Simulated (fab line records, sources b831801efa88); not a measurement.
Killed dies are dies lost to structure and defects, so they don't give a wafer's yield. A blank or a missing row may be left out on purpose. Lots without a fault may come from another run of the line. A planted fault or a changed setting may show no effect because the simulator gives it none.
Which tool did it? | flow sfq_line | 7 lots, 21 wafers sampled, at 5 steps of a route of 325

WHAT THE GAUGES READ, wafer by wafer
SFQ_M8_RS_MEAS_949: measures by four-point-probe.
lot  | measured     | on            | M8_AU_RS (ohm/sq)
L291 | day 83 18:26 | film_metro-04 | 0.1538 0.1516 0.1524
L298 | day 88 19:41 | film_metro-03 | 0.1270 0.1294 0.1528
L303 | day 89 18:29 | film_metro-01 | 0.1530 0.1530 0.1516
L307 | day 93 10:40 | film_metro-01 | 0.1528 0.1537 0.1521
L309 | day 94 02:40 | film_metro-04 | 0.1549 0.1550 0.1556
L311 | day 95 11:29 | film_metro-01 | 0.1526 0.1532 0.1530
L313 | day 95 16:05 | film_metro-03 | 0.1540 0.1547 0.1540

WHICH TOOL RAN EACH LOT (tool, then ch and the chambers of the sampled wafers, then the start)
lot  | SFQ_TRILAYER_R5_BARC_OPEN_METAL_ETCH_177 | SFQ_TRILAYER_I6_VIA_BARC_OPEN_VIA_ETCH_235 | SFQ_TRILAYER_I6_VIA_STRIP_STRIP_173 | SFQ_TRILAYER_M8_DEP_EVAP_196
L291 | rie_metal-03 ch 0,1, day 61 09:52        | rie_diel-04 ch 1,3, day 75 05:20           | rie_metal-04 ch 0, day 75 05:53     | pvd_sputter-02, day 83 17:53
L298 | rie_metal-03 ch 1, day 68 02:59          | rie_diel-03 ch 0,1,2, day 81 15:55         | rie_metal-02 ch 0,1, day 81 16:04   | pvd_sputter-01, day 88 19:10
L303 | rie_metal-03 ch 0,1, day 73 11:20        | rie_diel-04 ch 1,2,3, day 82 23:52         | rie_metal-03 ch 0,1, day 83 00:01   | pvd_sputter-02, day 89 17:58
L307 | rie_metal-04 ch 0,1, day 73 23:20        | rie_diel-02 ch 0,1,3, day 83 22:40         | rie_metal-02 ch 0,1, day 83 22:49   | pvd_sputter-02, day 93 10:07
L309 | rie_metal-03 ch 0,1, day 74 01:52        | rie_diel-02 ch 1,2, day 84 07:04           | rie_metal-03 ch 0,1, day 84 07:13   | pvd_sputter-02, day 94 02:09
L311 | rie_metal-03 ch 0,1, day 74 21:04        | rie_diel-03 ch 0,2,3, day 85 02:19         | rie_metal-04 ch 0,1, day 85 02:28   | pvd_sputter-02, day 95 10:58
L313 | rie_metal-02 ch 0,1, day 75 04:16        | rie_diel-03 ch 2,3, day 85 07:04           | rie_metal-04 ch 0,1, day 85 07:13   | pvd_sputter-02, day 95 15:34
- SFQ_TRILAYER_R5_BARC_OPEN_METAL_ETCH_177: etches BARC in O2, target depth 125 nm, time 41.7 s.
- SFQ_TRILAYER_I6_VIA_BARC_OPEN_VIA_ETCH_235: etches BARC in O2, target depth 125 nm, time 41.7 s.
- SFQ_TRILAYER_I6_VIA_STRIP_STRIP_173: strips in O2.
- SFQ_TRILAYER_M8_DEP_EVAP_196: material Au, target thk 180 nm, time 900 s.

THE ANSWER, worked out from the rows above alone
Rule: what is usual is taken from the lots themselves. Put in order of their means at a reading, lots are off if they are a third of the lots or fewer, leave a main group of 4 or more, and stand apart from it by a gap of 3 or more times the standard deviation of the main group's means; of several such gaps the widest counts. A main group whose means are all the same, to the digits that the tables above print for the reading, isn't used. A lot without any number at a reading at which 4 lots or more have one is off too. The other lots that the step has rows for count as sound.
Off: L298, at SFQ_M8_RS_MEAS_949 (M8_AU_RS). The main group: mean 0.1534 ohm/sq, standard deviation 0.00098.
A tool fits if, at a process step before that reading, it ran every lot that is off, and no sound lot after the first of them. The gauges at SFQ_M8_RS_MEAS_949 are tried like those tools. One fits: pvd_sputter-01 at SFQ_TRILAYER_M8_DEP_EVAP_196. It ran no sound lot before its first lot that is off in this sample, so the start can't be narrowed down.

WHAT THE SIMULATOR HAD PUT IN
Process parameter drift: pvd_sputter-01, from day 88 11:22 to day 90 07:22, at SFQ_TRILAYER_M8_DEP_EVAP_196. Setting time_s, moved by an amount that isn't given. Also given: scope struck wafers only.
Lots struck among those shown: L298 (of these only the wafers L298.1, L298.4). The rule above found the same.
